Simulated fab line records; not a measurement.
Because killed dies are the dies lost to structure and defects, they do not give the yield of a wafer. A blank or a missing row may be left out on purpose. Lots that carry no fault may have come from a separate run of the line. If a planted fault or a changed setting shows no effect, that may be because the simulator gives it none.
fab line records    flow sfq_line
[record] lots = 14  wafers = 42  last_day = 86
route steps=325 shown M5@205
lots that met no fault: taken from a fault-free run of the same line
start_h: start of the lot's first displayed wafer, in hours after the record's first day    wait_h: time in hours since the lot's previous step    " unchanged from the row above    L1.1+2: several wafers, shown together as one row    - no value, or no start was given    * or withheld: withheld    < > ~ a bound
route shown NAME@n: a module of which the file shows steps, and the number in the route of the first    usual: mean and standard deviation over wafers with no fault    same: alike in all rows    chamber/n: place in a boat    sites: the reading at each site    _std_site: their standard deviation    _edge_site: outer sites' mean less inner sites'    radius_mm: how far each site lies from the wafer's centre    mask NAME#n: copy n    behind: the last tool/chamber to shape the wafer    hold: the reason the lot was held/the length of the hold in hours/how it ended    device: which transistor (n, p or np) failed to switch    end of line: the same wafers' tests at the end of the route    where a step has no rows: the recipe by itself    killed: not the wafer's yield, but the dies lost to structure and defects at the first sort    map: per-die view of a wafer (x killed, . not killed, _ where there is no die)
set.NAME: the setting as run; set.NAME@STEP: as run at that earlier step    model.NAME: the simulator's own value behind a step, which no gauge read
one table for each step of the route and one row for each wafer, over a sample of lots
services: from which hour (start_h, from the record's first day; less than 0 if before it) a tool's chamber was out of use, for how many hours, and why
[[steps]]
[step SFQ_TRILAYER_M5_BARC_OPEN_METAL_ETCH_161]
[recipe] mask_material = PR  chemistry = O2  target_depth_nm = 125  target = BARC  icp_w = 600  bias_w = 80  pressure_mtorr = 10  time_s = 41.7
[usual] drypump_motor_current_A = 5.6/0.4  oes_product_au = 0.685/0.005  run_length_s = 70.6/0.79
lot.wafer  tool          chamber  start_h  wait_h  drypump_motor_current_A  oes_product_au  rf_hours_counter_h  run_length_s
L836.4     rie_metal-03  0        1163.56  0.1     6.2                      0.691           -                   70.6
L836.5     "             0        "        "       6.2                      0.679           -                   70.9
L836.6     "             0        "        "       6.2                      0.686           -                   70.5
L837.1     rie_metal-02  0        1164.70  0.0     5.6                      0.687           123                 70.0
L837.2     "             1        "        "       5.7                      0.694           42                  70.1
L837.3     "             0        "        "       5.6                      0.688           -                   70.0
L838.1     rie_metal-02  0        1241.14  0.0     5.6                      0.678           1                   72.9
L838.2     "             1        "        "       5.8                      0.682           58                  73.1
L838.6     "             1        "        "       5.8                      0.691           -                   73.2
L839.1     rie_metal-04  1        1242.34  0.0     5.7                      0.687           118                 70.4
L839.2     "             0        "        "       5.6                      0.690           3                   70.6
L839.4     "             1        "        "       5.7                      0.694           -                   70.4
L840.3     rie_metal-04  1        1244.64  0.0     5.7                      0.680           -                   70.5
L840.4     "             0        "        "       5.6                      0.683           -                   70.4
L840.5     "             0        "        "       5.6                      0.689           -                   70.4
L842.1     rie_metal-03  0        1247.02  0.0     6.2                      0.684           119                 70.6
L842.4     "             0        "        "       6.2                      0.688           -                   70.7
L842.6     "             1        "        "       4.8                      0.688           -                   70.3
L843.1     rie_metal-04  1        1248.22  0.0     5.7                      0.682           119                 70.3
L843.5     "             1        "        "       5.7                      0.686           -                   70.4
L843.6     "             0        "        "       5.6                      0.687           -                   70.6
L845.1     rie_metal-04  0        1262.00  0.0     5.6                      0.681           6                   70.3
L845.3     "             0        "        "       5.5                      0.615           -                   81.1
L845.4     "             1        "        "       5.7                      0.619           -                   81.2
L846.1     rie_metal-04  1        1271.57  0.0     5.6                      0.679           123                 70.8
L846.3     "             0        "        "       5.6                      0.619           -                   81.3
L846.4     "             1        "        "       5.7                      0.616           -                   81.2
L849.1     rie_metal-03  0        1305.86  0.0     6.2                      0.687           128                 71.1
L849.5     "             1        "        "       4.8                      0.697           -                   70.2
L849.6     "             0        "        "       6.1                      0.682           -                   70.4
L855.3     rie_metal-02  0        1376.52  0.0     5.6                      0.693           -                   69.8
L855.4     "             1        "        "       5.8                      0.684           -                   70.2
L855.6     "             1        "        "       5.8                      0.691           -                   70.4
L856.1     rie_metal-02  0        1514.86  0.0     5.6                      0.690           45                  70.0
L856.4     "             0        "        "       5.6                      0.680           -                   69.9
L856.5     "             1        "        "       5.8                      0.687           -                   70.5
L857.2     rie_metal-03  0        1518.46  0.0     6.1                      0.683           6                   70.4
L857.3     "             0        "        "       6.1                      0.689           -                   70.9
L857.5     "             0        "        "       6.1                      0.685           -                   70.9
L858.2     rie_metal-03  0        1525.66  0.0     6.1                      0.684           7                   70.6
L858.4     "             1        "        "       4.8                      0.682           -                   70.4
L858.6     "             0        "        "       6.1                      0.683           -                   70.4
[[services]]
tool          chamber  start_h  hours  kind
rie_metal-03  1        1162.63  31.6   repair
rie_metal-04  0        1191.72  -      clean
rie_metal-04  0        1191.72  -      consumable_replace:focus_ring
rie_metal-04  0        1191.72  25.8   scheduled_down
rie_metal-04  0        1191.72  25.8   vent_cycle
rie_metal-02  0        1197.31  -      clean
rie_metal-02  0        1197.31  -      consumable_replace:focus_ring
rie_metal-02  0        1197.31  38.5   scheduled_down
rie_metal-02  0        1197.31  38.5   vent_cycle
rie_metal-03  -        1231.48  1.2    repair
rie_metal-04  1        1276.88  -      clean
rie_metal-04  1        1276.88  -      consumable_replace:focus_ring
rie_metal-04  1        1276.88  23.6   scheduled_down
rie_metal-04  1        1276.88  23.6   vent_cycle
rie_metal-02  1        1285.18  35.8   repair
rie_metal-03  0        1453.13  -      clean
rie_metal-03  0        1453.13  -      consumable_replace:focus_ring
rie_metal-03  0        1453.13  18.6   scheduled_down
rie_metal-03  0        1453.13  18.6   vent_cycle
rie_metal-02  -        1492.89  1.4    pm
[[key]]
[first_sign] step = SFQ_TRILAYER_M5_BARC_OPEN_METAL_ETCH_161  reading = oes_product_au  direction = down  sigmas = 14  usual = 0.685  struck = 0.617
[effect] step = SFQ_TRILAYER_M5_BARC_OPEN_METAL_ETCH_161  reading = run_length_s  direction = up  sigmas = 13  usual = *  struck = *
met_at SFQ_TRILAYER_M5_BARC_OPEN_METAL_ETCH_161
struck_lots L845,L846
struck_wafers L845.3,L845.4,L846.3,L846.4
onset_between 1248.22 1262.00
[fault] kind = process_parameter_drift  tool = rie_metal-04  chamber = -  onset_h = 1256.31  steps = SFQ_TRILAYER_M5_BARC_OPEN_METAL_ETCH_161  channel = time_s  offset = *  shape = step  end_h = 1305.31  scope = struck_wafers_only  acts_in = *  stated = *
